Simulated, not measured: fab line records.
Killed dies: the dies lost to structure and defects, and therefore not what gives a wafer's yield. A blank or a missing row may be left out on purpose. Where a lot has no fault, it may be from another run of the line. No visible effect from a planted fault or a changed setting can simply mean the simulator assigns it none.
A struck lot beside a sound one -- flow sky130 -- 13 out of 708 route steps
Sound: these wafers, L764.1, L764.2, L764.4. The struck wafers were L772.1, L772.4, L772.5. The cause is given at the end.
Order at every step that has rows: each side's tool, ch and its chambers, its first start. Under that, the readings that differ: sound wafers -- struck wafers -- difference of the means -- sigmas: that difference in standard deviations of wafers without a fault.
alike: readings whose means differ by less than 2 such deviations, and words and numbers that are the same on both sides. not compared: withheld readings, readings that some wafer has no value for, bounds like >300 that may hide the same value, and numbers for which the record gives no deviation and whose values overlap.
The two part at a step that has a row with sigmas, a row that says differs or no value, or rows on one side only. When numbers do not overlap yet have no deviation, they are printed without sigmas and do not part them. A reading that every wafer of one side lacks parts them only if that side has two wafers or more.

first, 5 steps without rows for these wafers: SKY_FIELD_ISO_WET_ETCH_18 (etches Si3N4 in H3PO4, target depth 25 nm, time 286 s); SKY_FIELD_ISO_CLEAN_19 (cleans in SC1/SC2, time 150 s); SKY_FIELD_ISO_CLEAN_20 (cleans in dHF, time 20 s); SKY_FIELD_ISO_WET_ETCH_21 (etches SiO2 in dHF, target depth 20 nm, time 400 s); SKY_FIELD_ISO_OXIDATION_22 (stabilise 600 s, purge 300 s, target thk 10 nm).
SKY_FIELD_ISO_THK_MEAS_23:
  sound on film metro-03 at day 2 08:48; struck on film metro-03 at day 4 05:08
  alike: FIELD_ISO_OXIDATION_01_THK
then, 1 step without rows for these wafers: SKY_FIELD_ISO_CVD_24 (deposits SiO2, target thk 595 nm, time 99.2 s).
SKY_FIELD_ISO_THK_MEAS_25:
  sound on film metro-04 at day 2 08:56; struck on film metro-01 at day 4 05:16
reading,sound,struck,difference,sigmas
FIELD_ISO_CVD_24_THK (nm),583 586 589,603 604 599,+16,+2
then, 1 step without rows for these wafers: SKY_FIELD_ISO_ANNEAL_26 (time 1800 s).
SKY_FIELD_ISO_CMP_27: polishes, stops on Si3N4, t overpolish 16 s, target thk 457.8 nm.
  sound on cmp-02 ch 0,1,3, day 2 10:30; struck on cmp-01 ch 1,2,3, day 4 06:56
  alike: head pressure psi, motor current A, overpolish run s, slurry filter dp kPa, time to endpoint s
then, 2 steps without rows for these wafers: SKY_FIELD_ISO_WET_ETCH_28 (etches SiO2 in dHF, target depth 23.7 nm, time 47 s); SKY_FIELD_ISO_WET_ETCH_29 (etches Si3N4 in H3PO4, target depth 160 nm, time 1825 s).
SKY_FIELD_ISO_WET_ETCH_30: etches SiO2 in dHF, target depth 25 nm, time 50 s.
  sound on wet bench-01 ch 0, day 2 11:23; struck on wet bench-01 ch 1, day 4 07:40
  no value came back on the struck wafers for bath heat duty pct (%), run length s (s); on the sound wafers bath heat duty pct (%) reads 7.0 6.3 6.9
reading,sound,struck,difference,sigmas
model.SiO2_of_FIELD_ISO_CVD_24.thk nm (nm),407 405.4 405.4,432.2 431.1 433,+26.2,
model.SiO2_of_FIELD_ISO_OXIDATION_01.thk nm (nm),0 0 0,11.56 11.87 11.81,+11.75,

== WHERE THEY PART ==
First at SKY_FIELD_ISO_THK_MEAS_25; last, within this record, at SKY_FIELD_ISO_WET_ETCH_30.

WHY: what the simulator had put in
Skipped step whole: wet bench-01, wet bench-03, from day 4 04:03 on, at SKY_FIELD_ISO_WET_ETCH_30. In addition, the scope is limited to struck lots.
